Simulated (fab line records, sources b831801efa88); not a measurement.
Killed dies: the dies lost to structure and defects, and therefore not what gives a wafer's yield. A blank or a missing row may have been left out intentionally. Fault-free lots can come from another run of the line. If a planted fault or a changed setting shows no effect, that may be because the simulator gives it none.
A single fault, viewed from 2 desks	flow sky130	numbers are kept per desk, each desk with only its own; the story behind them comes last

## AT THE METROLOGY DESK
Means of the sampled wafers that have a number, per lot and without regard to the tool the lot ran on: this is what the gauges read. A lot is out of limits, marked OUT, if its mean lies more than 4 standard deviations from the usual mean; the brackets give that distance.
Columns: A = VIA3_OVL at SKY_VIA3_OVL_MEAS_13, usual 0 nm; B = VIA3_W_THK at SKY_VIA3_THK_MEAS_23, usual 397 nm
lot	first seen here	A	B
L773	day 39 13:40	-4	391
L779	day 41 11:49	2	400
L781	day 42 15:52	-3	390
L780	day 42 17:54	2	400
L783	day 42 18:28	7	399
L782	day 42 18:49	7	394
L784	day 43 00:09	3	391
L786	day 43 07:18	-5	398
L787	day 43 14:16	0	402
L788	day 43 19:13	2	399
L792	day 44 21:07	1	390
This desk's finding: nothing out of limits on any of the 11 lots.

## TOOL OWNER'S DESK, rieMetal-03
The tool's own readings at SKY_METAL4_ETCH_16 (etches BARC in N2/H2, stops on SiO2, time 88.2 s, target depth 60 nm): means of the sampled wafers that have a number, for each lot that ran on this tool. A lot is out of limits, marked OUT, if its mean lies more than 4 standard deviations from the usual mean; the brackets give that distance.
Columns: A = chamberPressureMTorr at SKY_METAL4_ETCH_16, usual 29.996 mTorr; B = drypumpMotorCurrentA at SKY_METAL4_ETCH_16, usual 5.8 A; C = oesProductAu at SKY_METAL4_ETCH_16, usual 0.627 a.u.; D = runLengthS at SKY_METAL4_ETCH_16, usual 116.3 s; E = throttleValvePct at SKY_METAL4_ETCH_16, usual 13.205 %
lot	first seen here	A	B	C	D	E
L781	day 44 15:25	30.011	5.7	0.634	116.1	13.208
L780	day 44 17:16	29.994	6.0	0.625	116.3	13.197
L782	day 44 18:20	29.985	5.9	0.630	116.3	13.203
L784	day 44 23:04	29.981	5.7	0.629	116.1	13.200
L786	day 45 06:55	29.985	5.7	0.632	116.1	13.195
L787	day 45 12:41	29.986	5.7	0.634	114.8 (-4.1) OUT	13.205
L792	day 46 17:05	29.996	5.9	0.638	113.3 (-8.0) OUT	13.204
This desk's finding: out of limits on L787, L792; first on L787, day 45 12:41 (runLengthS at SKY_METAL4_ETCH_16). L781, L780, L782, L784, L786: within limits.

## PUT TOGETHER
The tool owner's desk had the chance to raise an alarm at day 45 12:41 on L787, L792.
From the metrology desk's view, nothing was out of limits.
The metrology desk holds a record of L787, L792, inside its limits.
SKY_METAL4_ETCH_16 was run on rieMetal-03 by each of the lots named.

## WHAT WAS PUT IN BY THE SIMULATOR
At SKY_METAL4_ETCH_16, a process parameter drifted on rieMetal-03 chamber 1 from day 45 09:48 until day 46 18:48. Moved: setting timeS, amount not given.
Struck lots among those shown: L787, L792.
Each desk's first reading out of limits, in hours after the fault started: the tool owner's desk, 3.
